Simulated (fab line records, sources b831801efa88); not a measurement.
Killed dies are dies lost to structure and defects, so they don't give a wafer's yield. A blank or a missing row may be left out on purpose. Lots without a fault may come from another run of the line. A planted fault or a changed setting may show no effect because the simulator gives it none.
A struck lot beside a sound one | flow sky130 | 31 steps out of a route of 708
Sound: wafers L647.1, L647.2, L647.4. Struck: wafers L665.1, L665.3, L665.5. The cause comes at the end.
At each step with rows: each side's tool, then ch and its chambers, then its first start. Under that, the readings that differ: sound wafers | struck wafers | difference of the means | sigmas: that difference in standard deviations of wafers without a fault.
alike: readings whose means differ by less than 2 such deviations, and words and numbers that are the same on both sides. not compared: withheld readings, readings that some wafer has no value for, bounds like >300 that may hide the same value, and numbers for which the record gives no deviation and whose values overlap.
The two part at a step that has a row with sigmas, a row that says differs or no value, or rows on one side only. Numbers that don't overlap but have no deviation are shown without sigmas and don't part them. A reading that every wafer of one side lacks parts them only if that side has two wafers or more.

first, 1 step without rows for these wafers: SKY_NWELL_IMPLANT_13.
SKY_NWELL_STRIP_14: strips in O2/N2.
  sound on plasma_asher-04 ch 0,1, day 4 22:48; struck on plasma_asher-02 ch 0,1, day 9 06:49
  alike: drypump_motor_current_A, oes_product_au, strip_time_to_endpoint_s
  not compared: rf_hours_counter_h
SKY_NWELL_TW_MEAS_15:
  sound on film_metro-01, day 4 22:54; struck on film_metro-03, day 9 06:55
  alike: NWELL_TW
then, 7 steps without rows for these wafers: SKY_NWELL_DEHYDRATE_16 (time 60 s); SKY_NWELL_HMDS_17 (prime time 60 s); SKY_NWELL_COAT_18 (resist thk 3000 nm); SKY_NWELL_SOFTBAKE_19; SKY_NWELL_EXPOSE_20 (exposes mask NWM COMPLEMENT, target cd 840 nm); SKY_NWELL_PEB_21; SKY_NWELL_DEVELOP_22 (develop time 60 s).
SKY_NWELL_OVL_MEAS_23:
  sound on overlay-02, day 5 16:53; struck on overlay-02, day 10 03:22
  alike: NWELL_01_OVL
then, 1 step without rows for these wafers: SKY_NWELL_IMPLANT_24.
SKY_NWELL_STRIP_25: strips in O2/N2.
  sound on plasma_asher-02 ch 0,1, day 5 17:04; struck on plasma_asher-01 ch 0, day 10 03:33
  reading                                 | sound             | struck            | difference                    | sigmas
  oes_product_au (a.u.)                   | 0.715 0.727 0.732 | 0.949 0.962 0.954 | +0.230                        | +50
  strip_time_to_endpoint_s (s)            | 36.89 36.81 36.82 | - - -             | no value on the struck wafers |
  model.coat_of_NWELL_COAT_18.thk_nm (nm) | 0 0 0             | 799.9 798.1 799.4 | +799.1                        |
  alike: drypump_motor_current_A
  not compared: rf_hours_counter_h
SKY_NWELL_TW_MEAS_26:
  sound on film_metro-01, day 5 17:10; struck on film_metro-03, day 10 03:39
  alike: NWELL_2_TW
then, 1 step without rows for these wafers: SKY_NWELL_CLEAN_27 (cleans in SC1/SC2, time 150 s).
SKY_NWELL_RTA_28: time 30 s.
  sound on rtp_anneal-01 ch 0, day 5 17:17; struck on rtp_anneal-02 ch 0, day 10 03:46
  alike: lamp_power_pct, ramp_down_c_per_s, wafer_temp_C_max
SKY_NWELL_RS_MEAS_29: measures by four-point-probe.
  sound on film_metro-04, day 5 17:23; struck on film_metro-04, day 10 03:52
  alike: NWELL_RS
SKY_NWELL_RS_MEAS_31: measures by four-point-probe.
  sound on film_metro-04, day 5 17:37; struck on film_metro-04, day 10 04:06
  reading          | sound          | struck         | difference | sigmas
  PWDE_RS (ohm/sq) | 5239 5230 5219 | 5265 5292 5292 | +54        | +2
then, 7 steps without rows for these wafers: SKY_VT_ADJUST_HVTP_DEHYDRATE_00 (time 60 s); SKY_VT_ADJUST_HVTP_HMDS_01 (prime time 58.52 s); SKY_VT_ADJUST_HVTP_COAT_02 (resist thk 1140 nm); SKY_VT_ADJUST_HVTP_SOFTBAKE_03 (time 60 s); SKY_VT_ADJUST_HVTP_EXPOSE_04 (exposes mask HVTPM, target cd 380 nm); SKY_VT_ADJUST_HVTP_PEB_05; SKY_VT_ADJUST_HVTP_DEVELOP_06 (develop time 60 s).
SKY_VT_ADJUST_HVTP_CD_MEAS_07: target cd 380 nm.
  sound on cd_sem-02, day 6 12:32; struck on cd_sem-01, day 11 03:16
  alike: cd_nm
SKY_VT_ADJUST_HVTP_OVL_MEAS_08:
  sound on overlay-02, day 6 12:40; struck on overlay-02, day 11 03:23
  alike: VT_ADJUST_HVTP_OVL
then, 1 step without rows for these wafers: SKY_VT_ADJUST_HVTP_IMPLANT_09.
SKY_VT_ADJUST_HVTP_STRIP_10: strips in O2/N2.
  sound on plasma_asher-03 ch 0,1, day 6 12:50; struck on plasma_asher-03 ch 0,1, day 11 03:34
  reading                      | sound             | struck            | difference | sigmas
  strip_time_to_endpoint_s (s) | 14.19 14.16 14.15 | 26.26 26.25 26.25 | +12.09     | +99 or more
  alike: drypump_motor_current_A, oes_product_au
  not compared: rf_hours_counter_h
SKY_VT_ADJUST_HVTP_TW_MEAS_11:
  sound on film_metro-04, day 6 12:56; struck on film_metro-02, day 11 03:43
  reading           | sound          | struck   | difference | sigmas
  VT_ADJUST_HVTP_TW | 1350 1344 1353 | 30 30 30 | -1319      | -99 or more
then, 1 step without rows for these wafers: SKY_VT_ADJUST_LVTN_DEHYDRATE_00 (time 60 s).

WHERE THEY PART
First at SKY_NWELL_STRIP_25; last, within this record, at SKY_VT_ADJUST_HVTP_TW_MEAS_11.

WHY: what the simulator had put in
Strip aborted: plasma_asher-01, from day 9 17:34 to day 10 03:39, at SKY_NWELL_STRIP_25. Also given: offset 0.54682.
